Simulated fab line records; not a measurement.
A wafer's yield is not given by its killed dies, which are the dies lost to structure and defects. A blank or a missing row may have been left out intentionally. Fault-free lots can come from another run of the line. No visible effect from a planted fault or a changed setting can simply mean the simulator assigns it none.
fab line records + flow sky130
record
- lots=5
- wafers=15
- lastDay=48
route steps=708 shown NWELL@34 DNWELL@35 PWDE@45
lots untouched by any fault: they come from a run of this same line in which no faults occurred
startH: start of the lot's first displayed wafer, in hours after the record's first day + waitH: time in hours since the lot's previous step + " as in the row above + L1.1+2: a single row standing in for several wafers + - no value present, or no start provided + * or withheld: withheld + < > ~ a bound
route shown NAME@n: a module of which the file shows steps, and the number in the route of the first + usual: mean/standard deviation taken from wafers without a fault + same: alike in all rows + chamber/n: place in a boat + sites: per-site readings + _std_site: standard deviation of those values + _edge_site: outer sites' mean less inner sites' + radiusMm: how far each site lies from the wafer's centre + mask NAME#n: copy n + behind: the last tool/chamber to shape the wafer + hold: the reason the lot was held/the length of the hold in hours/how it ended + device: transistor that didn't switch, given as n, p or np + end of line: the route-end tests of the same wafers + a step with no rows: only its recipe + killed: not the wafer's yield, but the dies lost to structure and defects at the first sort + map: a wafer's dies, x killed, . not, _ none there
set.NAME: the run value of the setting; set.NAME@STEP: its run value at that earlier step + model.NAME: the simulator's own value behind a step, which no gauge read
lots at some steps of the route; a table a step, a row a wafer
services: from which hour (startH, from the record's first day; less than 0 if before it) a tool's chamber was out of use, for how many hours, and why
## steps
# step SKY_NWELL_THK_MEAS_02
# recipe
- reads=SiO2_of_NWELL_OXIDATION_01
# usual
- NWELL_OXIDATION_THK=9.94/0.21
| lot.wafer | tool         | chamber | startH | waitH | NWELL_OXIDATION_THK[nm] |
|-----------|--------------|---------|--------|-------|-------------------------|
| L075.2    | filmMetro-03 | -       | 44.55  | 0.0   | 9.77                    |
| L075.4    | "            | -       | "      | "     | 10.00                   |
| L075.5    | "            | -       | "      | "     | 9.78                    |
| L076.2    | filmMetro-03 | -       | 48.28  | 0.0   | 10.04                   |
| L076.4    | "            | -       | "      | "     | 10.16                   |
| L076.5    | "            | -       | "      | "     | 9.98                    |
| L082.1    | filmMetro-03 | -       | 78.03  | 0.0   | 9.55                    |
| L082.3    | "            | -       | "      | "     | 9.78                    |
| L082.4    | "            | -       | "      | "     | 9.46                    |
| L084.3    | filmMetro-03 | -       | 89.39  | 0.0   | 9.73                    |
| L084.4    | "            | -       | "      | "     | 9.82                    |
| L084.6    | "            | -       | "      | "     | 9.75                    |
| L087.1    | filmMetro-02 | -       | 103.82 | 0.0   | 10.09                   |
| L087.4    | "            | -       | "      | "     | 10.17                   |
| L087.6    | "            | -       | "      | "     | 9.93                    |
# step SKY_DNWELL_DEHYDRATE_00
# recipe
- tempC=200
- timeS=60
# usual
- resistLineTempC=23.00/0.11
| lot.wafer | tool          | chamber | startH | waitH | resistLineTempC |
|-----------|---------------|---------|--------|-------|-----------------|
| L075.2    | lithoTrack-02 | 0       | 51.99  | 7.4   | 23.09           |
| L075.4    | "             | 0       | "      | "     | 23.30           |
| L075.5    | "             | 0       | "      | "     | 23.01           |
| L076.2    | lithoTrack-02 | 0       | 55.99  | 7.7   | 22.90           |
| L076.4    | "             | 0       | "      | "     | 22.94           |
| L076.5    | "             | 0       | "      | "     | 23.02           |
| L082.1    | lithoTrack-01 | 0       | 85.55  | 7.5   | 23.01           |
| L082.3    | "             | 0       | "      | "     | 23.15           |
| L082.4    | "             | 0       | "      | "     | 23.05           |
| L084.3    | lithoTrack-03 | 0       | 96.75  | 7.4   | 23.06           |
| L084.4    | "             | 0       | "      | "     | 23.06           |
| L084.6    | "             | 0       | "      | "     | 22.88           |
| L087.1    | lithoTrack-01 | 0       | 112.35 | 8.5   | 23.13           |
| L087.4    | "             | 0       | "      | "     | 23.11           |
| L087.6    | "             | 0       | "      | "     | 23.05           |
# step SKY_DNWELL_HMDS_01
# recipe
- primeTimeS=60
- primeTempC=120
# usual
- primeTempC=120.02/0.14
- resistLineTempC=23.01/0.12
| lot.wafer | tool          | chamber | startH | waitH | primeTempC | resistLineTempC |
|-----------|---------------|---------|--------|-------|------------|-----------------|
| L075.2    | lithoTrack-02 | 0       | 52.14  | 0.1   | 120.10     | 23.13           |
| L075.4    | "             | 0       | "      | "     | 120.07     | 23.16           |
| L075.5    | "             | 0       | "      | "     | 119.98     | 23.04           |
| L076.2    | lithoTrack-02 | 0       | 56.14  | 0.1   | 120.17     | 22.82           |
| L076.4    | "             | 0       | "      | "     | 120.30     | 22.87           |
| L076.5    | "             | 0       | "      | "     | 120.00     | 22.91           |
| L082.1    | lithoTrack-01 | 0       | 85.70  | 0.1   | 119.91     | 22.75           |
| L082.3    | "             | 0       | "      | "     | 120.02     | 22.88           |
| L082.4    | "             | 0       | "      | "     | 120.01     | 22.90           |
| L084.3    | lithoTrack-03 | 0       | 96.90  | 0.1   | 120.26     | 23.20           |
| L084.4    | "             | 0       | "      | "     | 120.16     | 23.11           |
| L084.6    | "             | 0       | "      | "     | 120.19     | 23.18           |
| L087.1    | lithoTrack-01 | 0       | 112.50 | 0.1   | 120.27     | 23.05           |
| L087.4    | "             | 0       | "      | "     | 120.08     | 22.93           |
| L087.6    | "             | 0       | "      | "     | 120.02     | 23.01           |
# step SKY_DNWELL_COAT_02
# recipe
- spinRpm=2000
- resistThkNm=3000
# usual
- resistLineTempC=22.99/0.1
- spinSpeedRpm=2000.1/1.2
| lot.wafer | tool          | chamber | startH | waitH | resistLineTempC | spinSpeedRpm |
|-----------|---------------|---------|--------|-------|-----------------|--------------|
| L075.2    | lithoTrack-02 | 0       | 52.29  | 0.1   | 23.16           | 2002.2       |
| L075.4    | "             | 0       | "      | "     | 22.92           | 2002.1       |
| L075.5    | "             | 0       | "      | "     | 22.97           | 2001.0       |
| L076.2    | lithoTrack-02 | 0       | 56.29  | 0.1   | 23.06           | 1999.3       |
| L076.4    | "             | 0       | "      | "     | 23.11           | 2000.8       |
| L076.5    | "             | 0       | "      | "     | 23.00           | 2000.5       |
| L082.1    | lithoTrack-01 | 0       | 85.85  | 0.1   | 23.08           | 1999.3       |
| L082.3    | "             | 0       | "      | "     | 22.99           | 2002.5       |
| L082.4    | "             | 0       | "      | "     | 23.00           | 1999.7       |
| L084.3    | lithoTrack-03 | 0       | 97.05  | 0.1   | 22.93           | 2002.3       |
| L084.4    | "             | 0       | "      | "     | 23.08           | 1999.6       |
| L084.6    | "             | 0       | "      | "     | 23.09           | 1998.6       |
| L087.1    | lithoTrack-01 | 0       | 112.65 | 0.1   | 22.92           | 2000.3       |
| L087.4    | "             | 0       | "      | "     | 22.81           | 2001.6       |
| L087.6    | "             | 0       | "      | "     | 22.82           | 1999.3       |
# step SKY_DNWELL_SOFTBAKE_03
# recipe
- tempC=110
- timeS=withheld
# usual
- resistLineTempC=23.00/0.092
| lot.wafer | tool          | chamber | startH | waitH | resistLineTempC |
|-----------|---------------|---------|--------|-------|-----------------|
| L075.2    | lithoTrack-02 | 0       | 52.45  | 0.1   | 23.13           |
| L075.4    | "             | 0       | "      | "     | 23.05           |
| L075.5    | "             | 0       | "      | "     | 23.06           |
| L076.2    | lithoTrack-02 | 0       | 56.45  | 0.1   | 23.06           |
| L076.4    | "             | 0       | "      | "     | 22.94           |
| L076.5    | "             | 0       | "      | "     | 22.88           |
| L082.1    | lithoTrack-01 | 0       | 86.00  | 0.1   | 23.04           |
| L082.3    | "             | 0       | "      | "     | 23.15           |
| L082.4    | "             | 0       | "      | "     | 22.91           |
| L084.3    | lithoTrack-03 | 0       | 97.22  | 0.1   | 23.05           |
| L084.4    | "             | 0       | "      | "     | 23.04           |
| L084.6    | "             | 0       | "      | "     | 22.99           |
| L087.1    | lithoTrack-01 | 0       | 112.80 | 0.1   | 23.05           |
| L087.4    | "             | 0       | "      | "     | 22.94           |
| L087.6    | "             | 0       | "      | "     | 22.97           |
# step SKY_DNWELL_EXPOSE_04
# recipe
- maskId=DNM
- na=0.57
- targetCdNm=3000
- doseMj=222
# usual
- reticleTempC=23.00/0.11
| lot.wafer | tool            | chamber | startH | waitH | mask  | reticleTempC |
|-----------|-----------------|---------|--------|-------|-------|--------------|
| L075.2    | ilineStepper-02 | 0       | -      | -     | DNM#0 | 23.05        |
| L075.4    | "               | 0       | "      | "     | DNM#0 | 23.05        |
| L075.5    | "               | 0       | "      | "     | DNM#0 | 23.11        |
| L076.2    | ilineStepper-01 | 0       | -      | -     | DNM#0 | 23.00        |
| L076.4    | "               | 0       | "      | "     | DNM#0 | 23.06        |
| L076.5    | "               | 0       | "      | "     | DNM#0 | 23.24        |
| L082.1    | ilineStepper-01 | 0       | -      | -     | DNM#0 | 22.95        |
| L082.3    | "               | 0       | "      | "     | DNM#0 | 23.01        |
| L082.4    | "               | 0       | "      | "     | DNM#0 | 22.97        |
| L084.3    | ilineStepper-01 | 0       | -      | -     | DNM#0 | 22.90        |
| L084.4    | "               | 0       | "      | "     | DNM#0 | 23.06        |
| L084.6    | "               | 0       | "      | "     | DNM#0 | 23.19        |
| L087.1    | ilineStepper-01 | 0       | -      | -     | DNM#0 | 22.98        |
| L087.4    | "               | 0       | "      | "     | DNM#0 | 23.13        |
| L087.6    | "               | 0       | "      | "     | DNM#0 | 23.00        |
# step SKY_DNWELL_PEB_05
# recipe
- tempC=115
- timeS=withheld
# usual
- resistLineTempC=23.01/0.094
| lot.wafer | tool          | chamber | startH | waitH | resistLineTempC |
|-----------|---------------|---------|--------|-------|-----------------|
| L075.2    | lithoTrack-02 | 0       | -      | -     | 23.10           |
| L075.4    | "             | 0       | "      | "     | 23.12           |
| L075.5    | "             | 0       | "      | "     | 23.04           |
| L076.2    | lithoTrack-02 | 0       | -      | -     | 23.01           |
| L076.4    | "             | 0       | "      | "     | 23.14           |
| L076.5    | "             | 0       | "      | "     | 23.06           |
| L082.1    | lithoTrack-01 | 0       | -      | -     | 22.95           |
| L082.3    | "             | 0       | "      | "     | 23.05           |
| L082.4    | "             | 0       | "      | "     | 22.97           |
| L084.3    | lithoTrack-03 | 0       | -      | -     | 23.14           |
| L084.4    | "             | 0       | "      | "     | 23.15           |
| L084.6    | "             | 0       | "      | "     | 23.16           |
| L087.1    | lithoTrack-01 | 0       | -      | -     | 22.97           |
| L087.4    | "             | 0       | "      | "     | 22.99           |
| L087.6    | "             | 0       | "      | "     | 22.96           |
# step SKY_DNWELL_DEVELOP_06
# recipe
- wallAngleDeg=90
- developer=TMAH
- developTimeS=60
- devTempC=23
# usual
- resistLineTempC=23.00/0.098
| lot.wafer | tool          | chamber | startH | waitH | resistLineTempC |
|-----------|---------------|---------|--------|-------|-----------------|
| L075.2    | lithoTrack-02 | 0       | -      | -     | 23.13           |
| L075.4    | "             | 0       | "      | "     | 23.04           |
| L075.5    | "             | 0       | "      | "     | 22.95           |
| L076.2    | lithoTrack-02 | 0       | -      | -     | 22.78           |
| L076.4    | "             | 0       | "      | "     | 22.97           |
| L076.5    | "             | 0       | "      | "     | 23.00           |
| L082.1    | lithoTrack-01 | 0       | -      | -     | 23.04           |
| L082.3    | "             | 0       | "      | "     | 22.98           |
| L082.4    | "             | 0       | "      | "     | 23.01           |
| L084.3    | lithoTrack-03 | 0       | -      | -     | 22.93           |
| L084.4    | "             | 0       | "      | "     | 22.95           |
| L084.6    | "             | 0       | "      | "     | 23.01           |
| L087.1    | lithoTrack-01 | 0       | -      | -     | 22.94           |
| L087.4    | "             | 0       | "      | "     | 22.98           |
| L087.6    | "             | 0       | "      | "     | 22.91           |
# step SKY_DNWELL_IMPLANT_07
# recipe
- species=P
- energyKev=withheld
- doseCm2=withheld
- tiltDeg=withheld
# same
- implantIonAmu=*
| lot.wafer  | tool         | chamber | startH | waitH |
|------------|--------------|---------|--------|-------|
| L075.2+4+5 | implanter-01 | 0       | 60.64  | -     |
| L076.2+4+5 | implanter-04 | 0       | 64.39  | -     |
| L082.1+3+4 | implanter-02 | 0       | 94.30  | -     |
| L084.3+4+6 | implanter-02 | 0       | 105.90 | -     |
| L087.1+4+6 | implanter-01 | 0       | 121.34 | -     |
# step SKY_DNWELL_STRIP_08
# recipe
- chemistry=O2/N2
- powerW=1400
- pressureMtorr=1500
- platenTempC=withheld
- o2FlowSccm=3000
- n2FlowSccm=300
- overashFraction=0.5
# usual
- drypumpMotorCurrentA=5.9/0.37
- oesProductAu=0.723/0.0043
- stripTimeToEndpointS=36.97/0.1
| lot.wafer | tool           | chamber | startH | waitH | drypumpMotorCurrentA | oesProductAu | rfHoursCounterH | stripTimeToEndpointS |
|-----------|----------------|---------|--------|-------|----------------------|--------------|-----------------|----------------------|
| L075.2    | plasmaAsher-01 | 0       | 60.76  | 0.1   | 5.7                  | 0.712        | 38              | 36.84                |
| L075.4    | "              | 1       | "      | "     | 6.5                  | 0.722        | -               | 36.92                |
| L075.5    | "              | 1       | "      | "     | 6.6                  | 0.725        | -               | 36.84                |
| L076.2    | plasmaAsher-03 | 0       | 64.51  | 0.1   | 6.0                  | 0.724        | 38              | 37.04                |
| L076.4    | "              | 1       | "      | "     | 6.0                  | 0.718        | -               | 36.99                |
| L076.5    | "              | 0       | "      | "     | 6.0                  | 0.725        | -               | 37.01                |
| L082.1    | plasmaAsher-03 | 0       | 94.45  | 0.1   | 6.0                  | 0.719        | 41              | 37.18                |
| L082.3    | "              | 1       | "      | "     | 6.0                  | 0.724        | -               | 37.10                |
| L082.4    | "              | 0       | "      | "     | 6.0                  | 0.722        | -               | 37.10                |
| L084.3    | plasmaAsher-03 | 0       | 106.03 | 0.1   | 6.0                  | 0.725        | -               | 37.00                |
| L084.4    | "              | 1       | "      | "     | 6.0                  | 0.723        | -               | 37.01                |
| L084.6    | "              | 1       | "      | "     | 6.0                  | 0.723        | -               | 36.98                |
| L087.1    | plasmaAsher-02 | 1       | 121.49 | 0.1   | 5.5                  | 0.724        | 44              | 36.88                |
| L087.4    | "              | 1       | "      | "     | 5.5                  | 0.721        | -               | 36.80                |
| L087.6    | "              | 1       | "      | "     | 5.5                  | 0.722        | -               | 36.84                |
# step SKY_DNWELL_TW_MEAS_09
# usual
- DNWELL_TW=1118/6.4
| lot.wafer | tool         | chamber | startH | waitH | DNWELL_TW |
|-----------|--------------|---------|--------|-------|-----------|
| L075.2    | filmMetro-03 | -       | 60.87  | 0.1   | 1115      |
| L075.4    | "            | -       | "      | "     | 1110      |
| L075.5    | "            | -       | "      | "     | 1106      |
| L076.2    | filmMetro-02 | -       | 64.62  | 0.1   | 1125      |
| L076.4    | "            | -       | "      | "     | 1124      |
| L076.5    | "            | -       | "      | "     | 1117      |
| L082.1    | filmMetro-03 | -       | 94.55  | 0.1   | 1124      |
| L082.3    | "            | -       | "      | "     | 1113      |
| L082.4    | "            | -       | "      | "     | 1120      |
| L084.3    | filmMetro-03 | -       | 106.12 | 0.1   | 1105      |
| L084.4    | "            | -       | "      | "     | 1108      |
| L084.6    | "            | -       | "      | "     | 1110      |
| L087.1    | filmMetro-03 | -       | 121.59 | 0.1   | 1110      |
| L087.4    | "            | -       | "      | "     | 1116      |
| L087.6    | "            | -       | "      | "     | 1116      |
# step SKY_PWDE_DEHYDRATE_00
# recipe
- tempC=200
- timeS=60
# usual
- resistLineTempC=23.00/0.11
| lot.wafer | tool          | chamber | startH | waitH | resistLineTempC |
|-----------|---------------|---------|--------|-------|-----------------|
| L075.2    | lithoTrack-04 | 0       | 68.06  | 7.2   | 23.00           |
| L075.4    | "             | 0       | "      | "     | 23.01           |
| L075.5    | "             | 0       | "      | "     | 23.09           |
| L076.2    | lithoTrack-04 | 0       | 72.36  | 7.7   | 23.13           |
| L076.4    | "             | 0       | "      | "     | 23.01           |
| L076.5    | "             | 0       | "      | "     | 23.07           |
| L082.1    | lithoTrack-04 | 0       | 102.29 | 7.7   | 23.08           |
| L082.3    | "             | 0       | "      | "     | 23.17           |
| L082.4    | "             | 0       | "      | "     | 23.15           |
| L084.3    | lithoTrack-02 | 0       | 114.61 | 8.5   | 23.04           |
| L084.4    | "             | 0       | "      | "     | 22.96           |
| L084.6    | "             | 0       | "      | "     | 22.99           |
| L087.1    | lithoTrack-04 | 0       | 129.84 | 8.2   | 23.01           |
| L087.4    | "             | 0       | "      | "     | 23.08           |
| L087.6    | "             | 0       | "      | "     | 22.93           |
# step SKY_PWDE_HMDS_01
# recipe
- primeTimeS=60
- primeTempC=120
# usual
- primeTempC=119.97/0.13
- resistLineTempC=23.01/0.096
| lot.wafer | tool          | chamber | startH | waitH | primeTempC | resistLineTempC |
|-----------|---------------|---------|--------|-------|------------|-----------------|
| L075.2    | lithoTrack-04 | 0       | 68.21  | 0.1   | 119.83     | 22.92           |
| L075.4    | "             | 0       | "      | "     | 119.85     | 22.96           |
| L075.5    | "             | 0       | "      | "     | 120.06     | 22.98           |
| L076.2    | lithoTrack-04 | 0       | 72.51  | 0.1   | 120.07     | 23.03           |
| L076.4    | "             | 0       | "      | "     | 120.03     | 23.07           |
| L076.5    | "             | 0       | "      | "     | 120.09     | 23.06           |
| L082.1    | lithoTrack-04 | 0       | 102.44 | 0.1   | 119.97     | 23.05           |
| L082.3    | "             | 0       | "      | "     | 120.07     | 22.95           |
| L082.4    | "             | 0       | "      | "     | 120.10     | 23.08           |
| L084.3    | lithoTrack-02 | 0       | 114.76 | 0.1   | 119.76     | 22.89           |
| L084.4    | "             | 0       | "      | "     | 120.02     | 22.95           |
| L084.6    | "             | 0       | "      | "     | 119.94     | 23.06           |
| L087.1    | lithoTrack-04 | 0       | 129.99 | 0.1   | 119.93     | 23.11           |
| L087.4    | "             | 0       | "      | "     | 119.81     | 23.23           |
| L087.6    | "             | 0       | "      | "     | 119.78     | 23.09           |
# step SKY_PWDE_COAT_02
# recipe
- spinRpm=2000
- resistThkNm=3000
# usual
- resistLineTempC=22.99/0.1
- spinSpeedRpm=1999.9/1.3
| lot.wafer | tool          | chamber | startH | waitH | resistLineTempC | spinSpeedRpm |
|-----------|---------------|---------|--------|-------|-----------------|--------------|
| L075.2    | lithoTrack-04 | 0       | 68.36  | 0.1   | 22.92           | 1997.6       |
| L075.4    | "             | 0       | "      | "     | 22.95           | 1999.1       |
| L075.5    | "             | 0       | "      | "     | 23.01           | 1998.8       |
| L076.2    | lithoTrack-04 | 0       | 72.66  | 0.1   | 23.04           | 2001.9       |
| L076.4    | "             | 0       | "      | "     | 22.94           | 2001.7       |
| L076.5    | "             | 0       | "      | "     | 22.83           | 2002.0       |
| L082.1    | lithoTrack-04 | 0       | 102.59 | 0.1   | 22.81           | 1998.1       |
| L082.3    | "             | 0       | "      | "     | 22.97           | 1998.9       |
| L082.4    | "             | 0       | "      | "     | 22.86           | 1999.2       |
| L084.3    | lithoTrack-02 | 0       | 114.91 | 0.1   | 22.87           | 2001.0       |
| L084.4    | "             | 0       | "      | "     | 22.91           | 2000.2       |
| L084.6    | "             | 0       | "      | "     | 23.00           | 2001.6       |
| L087.1    | lithoTrack-04 | 0       | 130.14 | 0.1   | 23.05           | 2000.4       |
| L087.4    | "             | 0       | "      | "     | 23.03           | 1999.2       |
| L087.6    | "             | 0       | "      | "     | 23.10           | 2001.4       |
# step SKY_PWDE_SOFTBAKE_03
# recipe
- tempC=110
- timeS=withheld
# usual
- resistLineTempC=22.98/0.1
| lot.wafer | tool          | chamber | startH | waitH | resistLineTempC |
|-----------|---------------|---------|--------|-------|-----------------|
| L075.2    | lithoTrack-04 | 0       | 68.52  | 0.1   | 23.12           |
| L075.4    | "             | 0       | "      | "     | 23.00           |
| L075.5    | "             | 0       | "      | "     | 23.03           |
| L076.2    | lithoTrack-04 | 0       | 72.82  | 0.1   | 22.98           |
| L076.4    | "             | 0       | "      | "     | 23.03           |
| L076.5    | "             | 0       | "      | "     | 22.79           |
| L082.1    | lithoTrack-04 | 0       | 102.74 | 0.1   | 23.12           |
| L082.3    | "             | 0       | "      | "     | 23.10           |
| L082.4    | "             | 0       | "      | "     | 22.97           |
| L084.3    | lithoTrack-02 | 0       | 115.08 | 0.1   | 22.98           |
| L084.4    | "             | 0       | "      | "     | 22.98           |
| L084.6    | "             | 0       | "      | "     | 23.03           |
| L087.1    | lithoTrack-04 | 0       | 130.29 | 0.1   | 23.06           |
| L087.4    | "             | 0       | "      | "     | 22.85           |
| L087.6    | "             | 0       | "      | "     | 22.84           |
# step SKY_PWDE_EXPOSE_04
# recipe
- maskId=PWDEM
- na=0.6
- sourceShape=conventional
- sigmaOuter=0.6
- polarization=unpolarized
- targetCdNm=840
- doseMj=214
# usual
- reticleTempC=22.99/0.11
# same
- sigmaOuter=0.6
| lot.wafer | tool            | chamber | startH | waitH | mask    | reticleTempC |
|-----------|-----------------|---------|--------|-------|---------|--------------|
| L075.2    | ilineStepper-02 | 0       | -      | -     | PWDEM#0 | 23.00        |
| L075.4    | "               | 0       | "      | "     | PWDEM#0 | 23.10        |
| L075.5    | "               | 0       | "      | "     | PWDEM#0 | 22.83        |
| L076.2    | ilineStepper-01 | 0       | -      | -     | PWDEM#0 | 23.09        |
| L076.4    | "               | 0       | "      | "     | PWDEM#0 | 23.05        |
| L076.5    | "               | 0       | "      | "     | PWDEM#0 | 22.92        |
| L082.1    | ilineStepper-01 | 0       | -      | -     | PWDEM#0 | 22.83        |
| L082.3    | "               | 0       | "      | "     | PWDEM#0 | 23.01        |
| L082.4    | "               | 0       | "      | "     | PWDEM#0 | 22.89        |
| L084.3    | ilineStepper-02 | 0       | -      | -     | PWDEM#0 | 23.08        |
| L084.4    | "               | 0       | "      | "     | PWDEM#0 | 23.16        |
| L084.6    | "               | 0       | "      | "     | PWDEM#0 | 23.17        |
| L087.1    | ilineStepper-02 | 0       | -      | -     | PWDEM#0 | 22.68        |
| L087.4    | "               | 0       | "      | "     | PWDEM#0 | 22.95        |
| L087.6    | "               | 0       | "      | "     | PWDEM#0 | 23.01        |
# step SKY_PWDE_PEB_05
# recipe
- tempC=115
- timeS=withheld
# usual
- resistLineTempC=22.98/0.11
| lot.wafer | tool          | chamber | startH | waitH | resistLineTempC |
|-----------|---------------|---------|--------|-------|-----------------|
| L075.2    | lithoTrack-04 | 0       | -      | -     | 22.98           |
| L075.4    | "             | 0       | "      | "     | 23.03           |
| L075.5    | "             | 0       | "      | "     | 22.92           |
| L076.2    | lithoTrack-04 | 0       | -      | -     | 22.99           |
| L076.4    | "             | 0       | "      | "     | 22.79           |
| L076.5    | "             | 0       | "      | "     | 22.80           |
| L082.1    | lithoTrack-02 | 0       | -      | -     | 23.07           |
| L082.3    | "             | 0       | "      | "     | 22.94           |
| L082.4    | "             | 0       | "      | "     | 22.76           |
| L084.3    | lithoTrack-04 | 0       | -      | -     | 23.16           |
| L084.4    | "             | 0       | "      | "     | 22.96           |
| L084.6    | "             | 0       | "      | "     | 22.90           |
| L087.1    | lithoTrack-02 | 0       | -      | -     | 22.80           |
| L087.4    | "             | 0       | "      | "     | 22.84           |
| L087.6    | "             | 0       | "      | "     | 22.88           |
# step SKY_PWDE_DEVELOP_06
# recipe
- wallAngleDeg=90
- developer=TMAH
- developTimeS=60
- devTempC=23
# usual
- resistLineTempC=22.98/0.11
| lot.wafer | tool          | chamber | startH | waitH | resistLineTempC |
|-----------|---------------|---------|--------|-------|-----------------|
| L075.2    | lithoTrack-04 | 0       | -      | -     | 22.98           |
| L075.4    | "             | 0       | "      | "     | 22.95           |
| L075.5    | "             | 0       | "      | "     | 23.08           |
| L076.2    | lithoTrack-04 | 0       | -      | -     | 22.98           |
| L076.4    | "             | 0       | "      | "     | 22.89           |
| L076.5    | "             | 0       | "      | "     | 23.08           |
| L082.1    | lithoTrack-02 | 0       | -      | -     | 23.07           |
| L082.3    | "             | 0       | "      | "     | 23.00           |
| L082.4    | "             | 0       | "      | "     | 23.06           |
| L084.3    | lithoTrack-04 | 0       | -      | -     | 22.93           |
| L084.4    | "             | 0       | "      | "     | 22.87           |
| L084.6    | "             | 0       | "      | "     | 23.07           |
| L087.1    | lithoTrack-02 | 0       | -      | -     | 22.87           |
| L087.4    | "             | 0       | "      | "     | 22.84           |
| L087.6    | "             | 0       | "      | "     | 22.95           |
## services
| tool            | chamber | startH | hours | kind        |
|-----------------|---------|--------|-------|-------------|
| ilineStepper-01 | 0       | 35.29  | -     | calibration |
| ilineStepper-02 | 0       | 38.53  | -     | calibration |
| implanter-04    | -       | 45.32  | 1.9   | repair      |
| ilineStepper-01 | -       | 61.22  | 10.8  | repair      |
| implanter-02    | -       | 68.93  | 1.4   | repair      |
| implanter-02    | -       | 82.08  | 4.9   | pm          |
| ilineStepper-02 | -       | 83.44  | 1.7   | pm          |
| plasmaAsher-01  | -       | 108.75 | 9.0   | pm          |
| plasmaAsher-01  | 0       | 108.75 | 9.0   | ventCycle   |
| plasmaAsher-01  | 1       | 108.75 | 9.0   | ventCycle   |
| plasmaAsher-01  | 0       | 117.75 | -     | clean       |
| plasmaAsher-01  | 1       | 117.75 | -     | clean       |
| plasmaAsher-02  | -       | 126.81 | 15.6  | pm          |
## key
fault none
